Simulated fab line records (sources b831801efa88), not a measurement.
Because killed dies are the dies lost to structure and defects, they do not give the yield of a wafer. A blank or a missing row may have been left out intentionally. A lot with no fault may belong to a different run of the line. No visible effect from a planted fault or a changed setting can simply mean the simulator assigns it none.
What tool caused it?	flow gf180mcu	20 wafers from 7 lots sampled at 2 of the route's 602 steps

WHAT THE GAUGES READ, wafer by wafer
GF_V5_BOW_MEAS_05.
lot	measured	on	V5_BOW (um)
L871	day 26 20:42	filmMetro-01	133 133 133
L875	day 27 21:49	filmMetro-01	132 130 134
L877	day 29 00:23	filmMetro-03	152 138
L879	day 29 03:12	filmMetro-01	129 136 143
L888	day 31 21:33	filmMetro-02	140 146 140
L890	day 32 02:13	filmMetro-03	137 126 133
L893	day 32 23:02	filmMetro-02	145 136 143

EACH LOT AND THE TOOL THAT RAN IT (in order: tool; ch and the chambers of the sampled wafers; start)
lot	GF_MIM_METAL_ETCH_19
L871	rieMetal-02 ch 0,1, day 25 22:18
L875	rieMetal-02 ch 0,1, day 26 22:58
L877	rieMetal-02 ch 0,1, day 28 02:32
L879	rieMetal-03 ch 0, day 28 05:09
L888	rieMetal-03 ch 0,1, day 31 01:48
L890	rieMetal-03 ch 0,1, day 31 07:00
L893	rieMetal-02 ch 0,1, day 32 04:22
- GF_MIM_METAL_ETCH_19: etches the open film in Cl2/BCl3, stops on Si3N4, target depth 324.5 nm, time 54.1 s.

THE ANSWER, worked out from the rows above alone
Rule: usual is defined by the lots themselves. The widest of any qualifying gaps counts: lots, ordered by their means at a reading, are off when they make up no more than a third of the lots, leave a main group of 4 or more, and stand apart from it by 3 or more times the standard deviation of that group's means. If all means in a main group match to the digits the tables above print for the reading, that group is not used. A lot without any number at a reading at which 4 lots or more have one is off too. All remaining lots with rows at the step are treated as sound.
Nothing can be told from this: no lot is off at any reading shown.

WHAT HAD BEEN PUT IN BY THE SIMULATOR
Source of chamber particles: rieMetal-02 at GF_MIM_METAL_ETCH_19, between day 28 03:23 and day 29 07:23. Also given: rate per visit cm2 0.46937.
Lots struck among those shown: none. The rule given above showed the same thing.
